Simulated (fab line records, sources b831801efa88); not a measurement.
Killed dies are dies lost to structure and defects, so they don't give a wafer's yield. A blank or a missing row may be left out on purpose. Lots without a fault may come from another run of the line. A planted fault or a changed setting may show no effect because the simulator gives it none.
Which tool did it? | flow sky130 | 24 lots, 72 wafers sampled, at 6 steps of a route of 708

WHAT THE GAUGES READ, wafer by wafer
SKY_FIELD_ISO_THK_MEAS_04.
lot  | measured    | on            | FIELD_ISO_CVD_03_THK (nm)
L074 | day 1 13:38 | film_metro-03 | 164.9 164.0 164.5
L075 | day 1 20:56 | film_metro-04 | 165.8 166.1 166.5
L076 | day 2 01:00 | film_metro-04 | 164.2 163.4 163.6
L077 | day 2 07:23 | film_metro-01 | 163.7 164.0 163.4
L078 | day 2 09:29 | film_metro-01 | 167.2 166.0 165.8
L079 | day 2 14:59 | film_metro-03 | 162.0 162.7 161.8
L080 | day 2 20:17 | film_metro-01 | 165.0 164.4 165.7
L081 | day 3 02:28 | film_metro-01 | 163.4 164.2 164.7
L082 | day 3 06:05 | film_metro-03 | 163.6 163.9 164.3
L083 | day 3 12:30 | film_metro-03 | 162.6 164.3 164.7
L084 | day 3 15:38 | film_metro-03 | 164.7 164.4 164.2
L085 | day 3 21:17 | film_metro-04 | 163.4 163.6 162.9
L086 | day 4 01:41 | film_metro-04 | 165.5 163.6 164.2
L087 | day 4 06:55 | film_metro-01 | 163.7 162.8 162.8
L088 | day 4 13:28 | film_metro-03 | 163.4 161.5 164.8
L089 | day 4 17:49 | film_metro-01 | 165.6 164.9 164.4
L090 | day 4 21:29 | film_metro-03 | 164.7 165.0 165.7
L091 | day 5 03:14 | film_metro-01 | 165.9 166.4 167.1
L092 | day 5 08:22 | film_metro-03 | 164.8 164.9 164.7
L093 | day 5 12:29 | film_metro-04 | 163.0 164.7 164.0
L094 | day 5 17:45 | film_metro-03 | 163.5 163.4 164.0
L096 | day 6 05:41 | film_metro-03 | 165.4 165.4 166.4
L095 | day 6 05:41 | film_metro-01 | 163.5 162.9 163.5
L097 | day 6 12:00 | film_metro-01 | 167.2 166.3 165.7

SKY_VT_ADJUST_NCORE_CD_MEAS_07: target cd 380 nm.
lot  | measured     | on        | cd_nm (nm)
L074 | day 8 13:25  | cd_sem-01 | 382.8 382.6 385.0
L075 | day 8 20:35  | cd_sem-01 | 385.5 382.3 382.0
L076 | day 9 05:59  | cd_sem-02 | 377.5 378.3 378.5
L077 | day 9 15:58  | cd_sem-02 | 381.6 381.7 380.8
L078 | day 9 17:39  | cd_sem-01 | 381.4 381.5 384.1
L079 | day 10 02:38 | cd_sem-02 | 380.4 383.5 381.9
L080 | day 10 07:52 | cd_sem-01 | 377.7 376.5 376.7
L081 | day 10 17:16 | cd_sem-01 | 380.0 379.1 378.2
L082 | day 10 17:41 | cd_sem-01 | 381.1 377.7 377.2
L083 | day 11 05:20 | cd_sem-02 | 385.0 384.4 385.1
L084 | day 11 08:47 | cd_sem-01 | 381.3 380.1 379.1
L085 | day 11 18:20 | cd_sem-01 | 383.8 383.0 382.0
L086 | day 12 02:34 | cd_sem-02 | 380.9 380.2 381.8
L087 | day 12 07:14 | cd_sem-01 | 382.6 383.9 382.0
L088 | day 12 16:55 | cd_sem-01 | 379.7 378.2 380.1
L089 | day 13 01:25 | cd_sem-01 | 386.2 385.8 384.2
L090 | day 13 13:46 | cd_sem-01 | 384.4 386.0 386.9
L091 | day 13 21:02 | cd_sem-01 | 383.3 382.4 384.9
L092 | day 14 05:08 | cd_sem-02 | 384.5 381.5 383.2
L093 | day 14 06:25 | cd_sem-02 | 381.8 382.0 381.8
L094 | day 14 14:10 | cd_sem-01 | 380.8 382.2 384.2
L096 | day 15 04:35 | cd_sem-01 | 384.6 386.0 384.8
L095 | day 15 01:40 | cd_sem-02 | 381.2 378.4 378.8
L097 | day 15 11:53 | cd_sem-02 | 378.4 381.5 378.6

SKY_SONOS_TUNNEL_OVL_MEAS_08.
lot  | measured     | on         | SONOS_TUNNEL_OVL (nm)
L074 | day 11 08:35 | overlay-02 | 0.9 0.8 1.7
L075 | day 11 16:47 | overlay-01 | -1.9 -2.4 -3.9
L076 | day 12 03:27 | overlay-01 | 1.2 0.1 0.7
L077 | day 12 15:29 | overlay-01 | -1.3 -1.5 -1.7
L078 | day 12 16:54 | overlay-02 | 0.7 1.4 -0.2
L079 | day 13 03:19 | overlay-02 | -0.5 0.7 0.8
L080 | day 13 07:16 | overlay-02 | 1.9 0.3 -0.2
L081 | day 13 18:54 | overlay-02 | 0.7 1.1 0.3
L082 | day 13 19:12 | overlay-01 | -2.2 -1.3 -3.2
L083 | day 14 08:09 | overlay-02 | 0.3 1.6 -1.3
L084 | day 14 10:45 | overlay-02 | 1.9 0.5 1.3
L085 | day 14 22:43 | overlay-02 | 1.0 1.6 1.7
L086 | day 15 08:44 | overlay-02 | 1.1 1.4 0.3
L087 | day 15 12:33 | overlay-01 | 0.7 -0.4 -0.6
L088 | day 16 01:30 | overlay-02 | 1.1 1.7 1.4
L089 | day 16 10:05 | overlay-02 | 2.3 0.8 1.4
L090 | day 17 00:11 | overlay-01 | 0.1 1.0 0.9
L091 | day 17 07:05 | overlay-02 | 2.1 1.6 1.5
L092 | day 17 18:18 | overlay-01 | -1.2 -1.1 -1.2
L093 | day 17 19:32 | overlay-01 | -2.0 -2.8 0.1
L094 | day 18 02:44 | overlay-01 | -1.6 -0.1 -2.1
L096 | day 18 19:16 | overlay-01 | -2.6 -3.1 -3.5
L095 | day 18 15:55 | overlay-02 | 3.0 0.3 0.3
L097 | day 19 04:10 | overlay-02 | -0.2 -0.3 -0.5

SKY_VIA4_THK_MEAS_20: measures by xrf.
lot  | measured     | on            | VIA4_W_THK (nm)
L074 | day 42 21:17 | film_metro-04 | 515 512 521
L075 | day 43 00:55 | film_metro-01 | 525 521 531
L076 | day 43 08:32 | film_metro-01 | 528 525 525
L077 | day 44 04:23 | film_metro-01 | 511 517 512
L078 | day 44 05:22 | film_metro-01 | 512 524 523
L079 | day 44 08:48 | film_metro-04 | 515 516 503
L080 | day 44 13:47 | film_metro-04 | 504 516 520
L081 | day 44 18:58 | film_metro-04 | 510 512 511
L082 | day 44 22:42 | film_metro-01 | 510 521 517
L083 | day 45 10:18 | film_metro-04 | 507 518 510
L084 | day 45 13:30 | film_metro-04 | 526 523 528
L085 | day 45 20:36 | film_metro-01 | 523 527 513
L086 | day 46 07:12 | film_metro-04 | 522 525 520
L087 | day 46 09:59 | film_metro-04 | 524 523 526
L088 | day 46 13:44 | film_metro-01 | 517 515 520
L089 | day 47 00:52 | film_metro-04 | 526 522 522
L090 | day 47 12:41 | film_metro-04 | 515 525 514
L091 | day 47 09:42 | film_metro-04 | 508 522 517
L092 | day 47 20:28 | film_metro-04 | 519 510 514
L093 | day 48 01:08 | film_metro-01 | 528 517 523
L094 | day 48 05:07 | film_metro-01 | 505 506 515
L096 | day 48 18:20 | film_metro-01 | 507 513 514
L095 | day 48 07:38 | film_metro-04 | 518 530 518
L097 | day 48 18:59 | film_metro-01 | 520 521 508

WHICH TOOL RAN EACH LOT (tool, then ch and the chambers of the sampled wafers, then the start)
lot  | SKY_FIELD_ISO_ETCH_14             | SKY_FIELD_ISO_CMP_27
L074 | rie_diel-01 ch 0,3, day 2 04:05   | cmp-01 ch 1,2, day 2 09:08
L075 | rie_diel-04 ch 1,3, day 2 11:59   | cmp-01 ch 0,2,3, day 2 15:50
L076 | rie_diel-02 ch 0,1,3, day 2 16:21 | cmp-02 ch 0,2,3, day 2 20:36
L077 | rie_diel-02 ch 0,1, day 2 23:38   | cmp-02 ch 1,2,3, day 3 04:39
L078 | rie_diel-04 ch 0,1,3, day 3 01:20 | cmp-02 ch 0,2,3, day 3 05:15
L079 | rie_diel-01 ch 1,2, day 3 06:56   | cmp-01 ch 0,3, day 3 12:59
L080 | rie_diel-02 ch 0,1,3, day 3 12:03 | cmp-01 ch 0,2,3, day 3 16:46
L081 | rie_diel-04 ch 0,2,3, day 3 18:18 | cmp-02 ch 0,1,3, day 3 22:44
L082 | rie_diel-01 ch 1,2, day 3 22:34   | cmp-01 ch 0,1, day 4 01:59
L083 | rie_diel-01 ch 0,1,2, day 4 04:41 | cmp-01 ch 1,2, day 4 09:22
L084 | rie_diel-01 ch 0,2,3, day 4 08:09 | cmp-01 ch 0,1,2, day 4 12:12
L085 | rie_diel-01 ch 1,2, day 4 14:02   | cmp-02 ch 1,2, day 4 19:02
L086 | rie_diel-02 ch 1,2,3, day 4 18:38 | cmp-02 ch 0,1,3, day 4 22:33
L087 | rie_diel-02 ch 0,1, day 4 23:45   | cmp-01 ch 0,1, day 5 04:37
L088 | rie_diel-02 ch 0,3, day 5 06:53   | cmp-01 ch 1,3, day 5 10:20
L089 | rie_diel-02 ch 0,2,3, day 5 12:14 | cmp-02 ch 0,1,2, day 5 17:31
L090 | rie_diel-04 ch 0,2,3, day 5 15:53 | cmp-01 ch 0,2,3, day 6 00:29
L091 | rie_diel-02 ch 0,1,3, day 5 21:26 | cmp-02 ch 0,2,3, day 6 07:21
L092 | rie_diel-04 ch 0,2,3, day 6 03:14 | cmp-01 ch 0,2,3, day 6 11:30
L093 | rie_diel-04 ch 1,3, day 6 07:20   | cmp-01 ch 0,3, day 6 13:58
L094 | rie_diel-02 ch 0,2, day 6 12:21   | cmp-01 ch 0,1,3, day 6 20:22
L096 | rie_diel-01 ch 1,2,3, day 7 01:35 | cmp-01 ch 0,2,3, day 7 06:41
L095 | rie_diel-04 ch 2,3, day 7 00:20   | cmp-01 ch 1,2,3, day 7 05:11
L097 | rie_diel-04 ch 0,2,3, day 7 06:12 | cmp-01 ch 0,3, day 7 10:47
- SKY_FIELD_ISO_ETCH_14: etches BARC in N2/H2, stops on SiO2, time 45.9 s, target depth 60 nm.
- SKY_FIELD_ISO_CMP_27: polishes, stops on Si3N4, t overpolish 16 s, target thk 457.8 nm.

WHAT THE TOOLS THEMSELVES READ (means of the sampled wafers that have a number; where no wafer has one, the mark that the record gives instead)
SKY_FIELD_ISO_ETCH_14.
lot  | tool        | bias_w (W) | drypump_motor_current_A (A) | oes_product_au (a.u.) | throttle_valve_pct (%)
L074 | rie_diel-01 | 99.8       | 5.4                         | 0.850                 | 13.228
L075 | rie_diel-04 | 100.4      | 5.4                         | 0.854                 | 13.223
L076 | rie_diel-02 | 99.8       | 5.7                         | 0.853                 | 13.221
L077 | rie_diel-02 | 99.9       | 5.7                         | 0.849                 | 13.223
L078 | rie_diel-04 | 100.1      | 5.5                         | 0.855                 | 13.229
L079 | rie_diel-01 | 100.1      | 5.8                         | 0.853                 | 13.226
L080 | rie_diel-02 | 100.1      | 5.7                         | 0.849                 | 13.223
L081 | rie_diel-04 | 99.8       | 5.9                         | 0.852                 | 13.226
L082 | rie_diel-01 | 100.1      | 5.8                         | 0.856                 | 13.226
L083 | rie_diel-01 | 99.7       | 5.7                         | 0.855                 | 13.236
L084 | rie_diel-01 | 99.7       | 5.6                         | 0.855                 | 13.227
L085 | rie_diel-01 | 100.1      | 5.9                         | 0.854                 | 13.229
L086 | rie_diel-02 | 100.0      | 5.7                         | 0.857                 | 13.220
L087 | rie_diel-02 | 99.7       | 5.7                         | 0.858                 | 13.230
L088 | rie_diel-02 | 100.1      | 5.5                         | 0.855                 | 13.230
L089 | rie_diel-02 | 100.0      | 5.5                         | 0.850                 | 13.226
L090 | rie_diel-04 | 100.1      | 5.9                         | 0.850                 | 13.230
L091 | rie_diel-02 | 99.9       | 5.7                         | 0.855                 | 13.225
L092 | rie_diel-04 | 99.8       | 5.9                         | 0.856                 | 13.228
L093 | rie_diel-04 | 100.1      | 5.4                         | 0.851                 | 13.229
L094 | rie_diel-02 | 100.2      | 5.4                         | 0.853                 | 13.221
L096 | rie_diel-01 | 100.2      | 5.7                         | 0.853                 | 13.224
L095 | rie_diel-04 | 99.8       | 6.2                         | 0.852                 | 13.227
L097 | rie_diel-04 | 99.9       | 5.9                         | 0.860                 | 13.220

SKY_FIELD_ISO_CMP_27.
lot  | tool   | edge_zone_pressure_frac | head_pressure_psi (psi) | motor_current_A (A) | overpolish_run_s (s) | time_to_endpoint_s (s)
L074 | cmp-01 | 0.994                   | 3.995                   | 12.4                | 15.993               | 111
L075 | cmp-01 | 1.002                   | 3.991                   | 10.7                | 15.997               | 111
L076 | cmp-02 | 0.999                   | 3.995                   | 10.1                | 16.005               | 115
L077 | cmp-02 | 0.998                   | 4.000                   | 10.7                | 15.999               | 121
L078 | cmp-02 | 0.999                   | 4.001                   | 10.6                | 16.000               | 118
L079 | cmp-01 | 1.001                   | 4.000                   | 11.0                | 15.996               | 111
L080 | cmp-01 | 1.007                   | 4.005                   | 11.0                | 16.003               | 106
L081 | cmp-02 | 0.997                   | 4.006                   | 10.8                | 16.001               | 108
L082 | cmp-01 | 1.000                   | 3.994                   | 11.0                | 16.001               | 112
L083 | cmp-01 | 0.996                   | 4.004                   | 12.0                | 16.002               | 108
L084 | cmp-01 | 1.001                   | 3.994                   | 11.2                | 15.999               | 110
L085 | cmp-02 | 0.991                   | 3.997                   | 10.5                | 15.997               | 115
L086 | cmp-02 | 1.002                   | 4.005                   | 11.1                | 16.002               | 105
L087 | cmp-01 | 0.997                   | 3.997                   | 11.1                | 16.000               | 113
L088 | cmp-01 | 1.003                   | 4.007                   | 11.4                | 16.001               | 108
L089 | cmp-02 | 1.005                   | 3.997                   | 10.6                | 15.999               | 109
L090 | cmp-01 | 0.998                   | 4.005                   | 10.7                | 16.008               | 104
L091 | cmp-02 | 1.002                   | 3.998                   | 10.3                | 16.012               | 108
L092 | cmp-01 | 0.999                   | 3.985                   | 10.5                | 15.999               | 112
L093 | cmp-01 | 1.001                   | 4.006                   | 10.8                | 15.998               | 107
L094 | cmp-01 | 1.004                   | 4.003                   | 11.3                | 16.003               | 108
L096 | cmp-01 | 1.001                   | 4.007                   | 10.8                | 16.003               | 106
L095 | cmp-01 | 1.001                   | 4.002                   | 11.9                | 16.010               | 108
L097 | cmp-01 | 0.999                   | 4.007                   | 10.7                | 16.000               | 113

THE ANSWER, worked out from the rows above alone
Rule: what is usual is taken from the lots themselves. Put in order of their means at a reading, lots are off if they are a third of the lots or fewer, leave a main group of 4 or more, and stand apart from it by a gap of 3 or more times the standard deviation of the main group's means; of several such gaps the widest counts. A main group whose means are all the same, to the digits that the tables above print for the reading, isn't used. A lot without any number at a reading at which 4 lots or more have one is off too. The other lots that the step has rows for count as sound. The gauges are gone through in route order, then the tools' own readings, and for those a lot's mean is taken as printed above. The first step at which some lot is off is used, and at that step the reading that is off furthest; a lot without a number counts as furthest.
No lot is off at any reading shown: from this, nothing can be told.

WHAT THE SIMULATOR HAD PUT IN
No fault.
